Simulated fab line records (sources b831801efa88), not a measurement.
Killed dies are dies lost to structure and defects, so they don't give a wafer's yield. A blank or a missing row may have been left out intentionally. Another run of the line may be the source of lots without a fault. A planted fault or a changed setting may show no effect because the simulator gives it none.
Which of the tools did it? || flow gf180mcu || 14 lots with 42 wafers sampled at 2 steps, on a route of 602 steps

WHAT THE GAUGES SHOWED, per wafer
GF_SALICIDE_THK_MEAS_05: measures by xrf.
{"lot": "L386", "measured": "day 15 11:18", "on": "film metro-01", "SALICIDE_TIN_THK (nm)": "19.71 19.80 20.12"}
{"lot": "L390", "measured": "day 17 01:55", "on": "film metro-02", "SALICIDE_TIN_THK (nm)": "19.77 19.36 19.84"}
{"lot": "L392", "measured": "day 17 17:13", "on": "film metro-01", "SALICIDE_TIN_THK (nm)": "19.90 19.53 19.43"}
{"lot": "L393", "measured": "day 18 08:19", "on": "film metro-02", "SALICIDE_TIN_THK (nm)": "20.02 19.52 20.04"}
{"lot": "L397", "measured": "day 19 12:45", "on": "film metro-01", "SALICIDE_TIN_THK (nm)": "20.30 20.42 19.97"}
{"lot": "L400", "measured": "day 20 20:01", "on": "film metro-04", "SALICIDE_TIN_THK (nm)": "19.88 20.08 20.15"}
{"lot": "L401", "measured": "day 21 06:49", "on": "film metro-02", "SALICIDE_TIN_THK (nm)": "20.14 19.65 19.87"}
{"lot": "L402", "measured": "day 21 11:38", "on": "film metro-01", "SALICIDE_TIN_THK (nm)": "20.04 20.12 19.80"}
{"lot": "L403", "measured": "day 21 17:45", "on": "film metro-02", "SALICIDE_TIN_THK (nm)": "20.10 20.12 19.99"}
{"lot": "L404", "measured": "day 22 05:59", "on": "film metro-04", "SALICIDE_TIN_THK (nm)": "19.39 19.34 19.78"}
{"lot": "L405", "measured": "day 22 12:59", "on": "film metro-01", "SALICIDE_TIN_THK (nm)": "19.78 20.00 19.86"}
{"lot": "L406", "measured": "day 22 15:45", "on": "film metro-04", "SALICIDE_TIN_THK (nm)": "20.22 20.15 20.18"}
{"lot": "L407", "measured": "day 23 03:34", "on": "film metro-01", "SALICIDE_TIN_THK (nm)": "19.57 19.55 19.44"}
{"lot": "L408", "measured": "day 23 14:07", "on": "film metro-01", "SALICIDE_TIN_THK (nm)": "20.15 20.08 19.96"}

WHICH TOOL RAN EACH LOT (tool, then ch and the chambers of the sampled wafers, then the start)
{"lot": "L386", "GF_HV_LDD_HMDS_13": "litho track-04 ch 0, day 10 16:05"}
{"lot": "L390", "GF_HV_LDD_HMDS_13": "litho track-02 ch 0, day 11 23:50"}
{"lot": "L392", "GF_HV_LDD_HMDS_13": "litho track-04 ch 0, day 12 14:05"}
{"lot": "L393", "GF_HV_LDD_HMDS_13": "litho track-04 ch 0, day 13 01:23"}
{"lot": "L397", "GF_HV_LDD_HMDS_13": "litho track-02 ch 0, day 14 03:16"}
{"lot": "L400", "GF_HV_LDD_HMDS_13": "litho track-01 ch 0, day 15 06:53"}
{"lot": "L401", "GF_HV_LDD_HMDS_13": "litho track-04 ch 0, day 15 14:50"}
{"lot": "L402", "GF_HV_LDD_HMDS_13": "litho track-02 ch 0, day 15 19:40"}
{"lot": "L403", "GF_HV_LDD_HMDS_13": "litho track-02 ch 0, day 16 01:49"}
{"lot": "L404", "GF_HV_LDD_HMDS_13": "litho track-02 ch 0, day 16 12:49"}
{"lot": "L405", "GF_HV_LDD_HMDS_13": "litho track-02 ch 0, day 16 19:02"}
{"lot": "L406", "GF_HV_LDD_HMDS_13": "litho track-04 ch 0, day 16 22:14"}
{"lot": "L407", "GF_HV_LDD_HMDS_13": "litho track-04 ch 0, day 17 10:35"}
{"lot": "L408", "GF_HV_LDD_HMDS_13": "litho track-02 ch 0, day 17 20:02"}
- GF_HV_LDD_HMDS_13: prime time 60 s.

AS READ BY THE TOOLS THEMSELVES (means over the sampled wafers that have a number; for cases with no such wafer, the mark the record gives instead)
GF_HV_LDD_HMDS_13.
{"lot": "L386", "tool": "litho track-04", "chill plate temp C (C)": 23.03, "prime temp c (C)": 120.15}
{"lot": "L390", "tool": "litho track-02", "chill plate temp C (C)": 23.03, "prime temp c (C)": 120.15}
{"lot": "L392", "tool": "litho track-04", "chill plate temp C (C)": 23.01, "prime temp c (C)": 116.91}
{"lot": "L393", "tool": "litho track-04", "chill plate temp C (C)": 23.06, "prime temp c (C)": 116.95}
{"lot": "L397", "tool": "litho track-02", "chill plate temp C (C)": 23.01, "prime temp c (C)": 120.03}
{"lot": "L400", "tool": "litho track-01", "chill plate temp C (C)": 22.91, "prime temp c (C)": 120.07}
{"lot": "L401", "tool": "litho track-04", "chill plate temp C (C)": 23.10, "prime temp c (C)": 120.11}
{"lot": "L402", "tool": "litho track-02", "chill plate temp C (C)": 23.01, "prime temp c (C)": 119.99}
{"lot": "L403", "tool": "litho track-02", "chill plate temp C (C)": 23.02, "prime temp c (C)": 119.91}
{"lot": "L404", "tool": "litho track-02", "chill plate temp C (C)": 23.02, "prime temp c (C)": 120.07}
{"lot": "L405", "tool": "litho track-02", "chill plate temp C (C)": 22.99, "prime temp c (C)": 120.09}
{"lot": "L406", "tool": "litho track-04", "chill plate temp C (C)": 22.92, "prime temp c (C)": 119.97}
{"lot": "L407", "tool": "litho track-04", "chill plate temp C (C)": 22.85, "prime temp c (C)": 119.88}
{"lot": "L408", "tool": "litho track-02", "chill plate temp C (C)": 23.04, "prime temp c (C)": 119.96}

THE ANSWER, worked out from the rows above alone
Rule: usual is defined by the lots themselves. The widest of any qualifying gaps counts: lots, ordered by their means at a reading, are off when they make up no more than a third of the lots, leave a main group of 4 or more, and stand apart from it by 3 or more times the standard deviation of that group's means. The tables above print the reading to a certain number of digits; a main group whose means all agree to those digits is not used. Also off: a lot with no number at a reading for which 4 or more lots have one. Where the step has rows for the other lots, those lots are counted as sound. First the gauges in route order, then the tools' own readings, where a lot's mean is used as printed above. At the first step where some lot is off, the reading lying furthest off is the one used; lots without a number count as furthest.
Off at GF_HV_LDD_HMDS_13 (prime temp c): L392, L393. Mean 120.03 C and standard deviation 0.086 in the main group.
If a tool, at that step or one of the process steps before it, ran each lot that is off and ran no sound lot following the first of them, it fits. Not one of the candidates tried fits.

WHAT THE SIMULATOR PUT IN
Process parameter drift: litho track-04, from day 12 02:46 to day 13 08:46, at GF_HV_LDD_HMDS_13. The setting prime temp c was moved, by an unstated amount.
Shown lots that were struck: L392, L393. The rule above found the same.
